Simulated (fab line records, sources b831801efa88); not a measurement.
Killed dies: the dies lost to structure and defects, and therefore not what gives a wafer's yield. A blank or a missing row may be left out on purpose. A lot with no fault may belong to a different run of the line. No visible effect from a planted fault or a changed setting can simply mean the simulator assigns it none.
Struck lot and sound lot, side by side | flow gf180mcu | 14 steps out of a route of 602
Sound: the wafers L881.2, L881.4, L881.5. Struck: wafers L889.2, L889.6. (L889.3 of the same lot was not struck and is left out.) The cause comes at the end.
For every step that has rows: the tool of each side, followed by ch and its chambers, followed by its first start. Under that, the readings that differ: sound wafers | struck wafers | difference of the means | sigmas: that difference in standard deviations of wafers without a fault.
alike: readings whose means differ by less than 2 such deviations, and words and numbers that are the same on both sides. not compared: withheld readings, readings that some wafer has no value for, bounds like >300 that may hide the same value, and numbers for which the record gives no deviation and whose values overlap.
Wherever a step has rows on one side only, a row that says differs or no value, or a row with sigmas, the two part there. When numbers do not overlap yet have no deviation, they are printed without sigmas and do not part them. A reading missing from all wafers of one side parts the sides only when that side holds two or more wafers.

GF_V5_OVL_MEAS_15:
  sound on overlay-01, day 28 12:44; struck on overlay-01, day 30 21:17
  alike: V5_OVL
GF_V5_ETCH_16: etches BARC in N2/H2.
  sound on rieDiel-01 ch 0,3, day 28 12:46; struck on rieDiel-01 ch 0,1, day 30 21:19
  alike: drypumpMotorCurrentA, h2FlowSccm, oesProductAu, rfFwdPowerW, throttleValvePct
GF_V5_ETCH_17: etches SiO2 in C4F8/O2/Ar, stops on TiN, target depth 855 nm.
  sound: rieDiel-01 ch 0,3; struck: rieDiel-01 ch 0,1
reading             | sound             | struck      | difference | sigmas
oesProductAu (a.u.) | 0.863 0.850 0.842 | 0.861 0.868 | +0.013     | +3
  alike: rfFwdPowerW
then, 3 steps without rows for these wafers: GF_V5_STRIP_18 (strips in O2/N2); GF_V5_STRIP_19 (strips in post etch residue remover, time 1200 s); GF_V5_CLEAN_20 (cleans in DIW).
GF_V5_SPUTTER_21: material Ti, target thk 15 nm, time 80.02 s.
  sound on pvdSputter-03, day 28 13:29; struck on pvdSputter-01, day 30 22:03
  alike: throttleValvePct
then, 1 step without rows for these wafers: GF_V5_SPUTTER_22 (material TiN, target thk 10 nm, time 40 s).
GF_V5_CVD_23: deposits W, target thk 350 nm, time 104.9 s.
  sound on cvdW-02 ch 0,1, day 28 13:35; struck on cvdW-02 ch 0,1, day 30 22:09
  alike: chamberPressureTorr, heaterPowerW
GF_V5_RS_MEAS_24: the measuring method here is four-point-probe.
  sound on filmMetro-03, day 28 13:43; struck on filmMetro-03, day 30 22:17
  alike: V5_W_RS
GF_V5_THK_MEAS_25: measures by xrf.
  sound on filmMetro-03, day 28 13:49; struck on filmMetro-03, day 30 22:23
  alike: V5_W_THK
GF_V5_CMP_26: polishes, stops on SiO2, t overpolish 15 s, target thk 0 nm.
  sound on cmp-02 ch 1,2,3, day 28 13:58; struck on cmp-02 ch 2,3, day 30 22:32
  alike: motorCurrentA, overpolishRunS, timeToEndpointS
GF_TOP_METAL_SPUTTER_00: material Ti, target thk 37.5 nm, time 150 s.
  sound on pvdSputter-04, day 28 14:10; struck on pvdSputter-04, day 30 22:44
reading                                     | sound             | struck      | difference | sigmas
model.Ti_of_TOP_METAL_SPUTTER_00.thkNm (nm) | 37.54 36.91 37.78 | 56.81 56.14 | +19.07     | 
  alike: throttleValvePct
then, 1 step without rows for these wafers: GF_TOP_METAL_SPUTTER_01 (material TiN, target thk 30 nm, time 25 s).

WHERE THEY PART
At GF_V5_ETCH_17 and nowhere else, as far as this record goes. Later steps at which nothing parts them and some readings are alike: GF_V5_SPUTTER_21, GF_V5_CVD_23, GF_V5_RS_MEAS_24, GF_V5_THK_MEAS_25, GF_V5_CMP_26, GF_TOP_METAL_SPUTTER_00.

WHY: the cause the simulator had injected
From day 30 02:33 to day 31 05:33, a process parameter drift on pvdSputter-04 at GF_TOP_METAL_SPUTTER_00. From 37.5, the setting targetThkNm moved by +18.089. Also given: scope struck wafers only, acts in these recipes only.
